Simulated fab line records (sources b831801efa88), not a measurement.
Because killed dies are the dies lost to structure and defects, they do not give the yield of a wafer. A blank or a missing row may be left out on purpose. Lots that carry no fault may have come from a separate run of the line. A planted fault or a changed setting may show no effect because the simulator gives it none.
2 desks, one fault / flow sky130 / every desk sees just its own numbers, and what lay behind them comes last

== DESK OF THE TOOL OWNER: furnace-01 ==
The tool's own readings at SKY_SONOS_ONO_OXIDATION_00 (stabilise 600 s, purge 300 s, target thk 2.6 nm): means of the sampled wafers that have a number, for each lot that ran on this tool. The brackets show how far a lot's mean lies from the usual mean; more than 4 standard deviations puts the lot out of limits, marked OUT. Of its 8 readings 7 are shown: the one that was out of limits first, and those that lie furthest out on some lot.
Columns: A = spike-tc-bottom-C at SKY_SONOS_ONO_OXIDATION_00, usual 816.7 C; B = spike-tc-centre-C at SKY_SONOS_ONO_OXIDATION_00, usual 802.1 C; C = spike-tc-lower-C at SKY_SONOS_ONO_OXIDATION_00, usual 800.7 C; D = spike-tc-top-C at SKY_SONOS_ONO_OXIDATION_00, usual 812.5 C; E = spike-tc-upper-C at SKY_SONOS_ONO_OXIDATION_00, usual 799.6 C; F = tube-center-temp-C at SKY_SONOS_ONO_OXIDATION_00, usual 800 C; G = tube_center_temp_C_max at SKY_SONOS_ONO_OXIDATION_00, usual 802.1
lot=L959; first seen here=day 13 08:41; A=814.9; B=801.5; C=800.5; D=812.9; E=798.9; F=800; G=802.1
lot=L962; first seen here=day 15 05:31; A=814.5; B=801.4; C=801.8; D=811.9; E=799.2; F=800; G=802.1
lot=L964; first seen here=day 15 13:47; A=815.5; B=801.0; C=800.5; D=812.0; E=799.1; F=800; G=802.1
lot=L965; first seen here=day 15 16:38; A=835.7 (+9.5) OUT; B=821.7 (+15) OUT; C=822.4 (+22) OUT; D=833.4 (+19) OUT; E=819.5 (+20) OUT; F=821 (+99 or more) OUT; G=823.5 (+61) OUT
lot=L966; first seen here=day 15 17:59; A=836.5 (+9.9) OUT; B=822.6 (+16) OUT; C=821.9 (+22) OUT; D=832.3 (+18) OUT; E=819.9 (+21) OUT; F=821 (+99 or more) OUT; G=823.6 (+62) OUT
lot=L967; first seen here=day 15 22:46; A=836.4 (+9.9) OUT; B=822.5 (+16) OUT; C=823.2 (+23) OUT; D=832.3 (+18) OUT; E=821.0 (+22) OUT; F=821 (+99 or more) OUT; G=823.7 (+62) OUT
Finding of this desk: L965, L966, L967 out of limits; the first was L965 at day 15 16:38, on spike-tc-bottom-C at SKY_SONOS_ONO_OXIDATION_00. Within limits: L959, L962, L964.

== THE METROLOGY DESK ==
What the gauges read, lot by lot, whatever tool the lot ran on: means of the sampled wafers that have a number. The brackets show how far a lot's mean lies from the usual mean; more than 4 standard deviations puts the lot out of limits, marked OUT.
Columns: A = cd-nm at SKY_VT_ADJUST_HVTP_CD_MEAS_07, usual 380.1 nm; B = SONOS_ONO_OXIDATION_THK at SKY_SONOS_ONO_THK_MEAS_01, usual 2.58 nm; C = SONOS_ONO_CVD_02_THK at SKY_SONOS_ONO_THK_MEAS_03, usual 10.52 nm
lot=L959; first seen here=day 7 12:49; A=379.9; B=2.53; C=10.54
lot=L960; first seen here=day 7 16:44; A=380.2; B=2.63; C=10.62
lot=L962; first seen here=day 8 22:24; A=381.7; B=2.62; C=10.78
lot=L964; first seen here=day 9 05:03; A=378.3; B=2.61; C=10.34
lot=L965; first seen here=day 9 07:30; A=377.1; B=3.55 (+15) OUT; C=10.54
lot=L966; first seen here=day 9 08:24; A=381.7; B=3.51 (+14) OUT; C=10.48
lot=L967; first seen here=day 9 13:07; A=379.4; B=3.53 (+15) OUT; C=10.51
lot=L968; first seen here=day 10 01:32; A=379.7; B=2.54; C=10.66
lot=L971; first seen here=day 10 14:22; A=376.8; B=2.60; C=10.66
lot=L976; first seen here=day 11 22:37; A=379.2; B=2.72; C=10.32
lot=L977; first seen here=day 12 06:52; A=380.7; B=2.54; C=10.68
This desk reports L965, L966, L967 out of limits; the earliest was L965 at day 15 17:59 (SONOS_ONO_OXIDATION_THK at SKY_SONOS_ONO_THK_MEAS_01). Within limits: L959, L960, L962, L964, L968, L971, L976, L977.

== ALL TOGETHER ==
On L965, L966, L967, at day 15 16:38, an alarm was possible from the tool owner's desk.
The metrology desk could have raised an alarm at day 15 17:59, on L965, L966, L967.
All the named lots went through SKY_SONOS_ONO_OXIDATION_00 on furnace-01.

== WHAT THE SIMULATOR PUT IN ==
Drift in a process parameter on furnace-01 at SKY_SONOS_ONO_OXIDATION_00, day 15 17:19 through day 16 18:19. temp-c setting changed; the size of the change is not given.
Lots struck among those shown: L965, L966, L967.
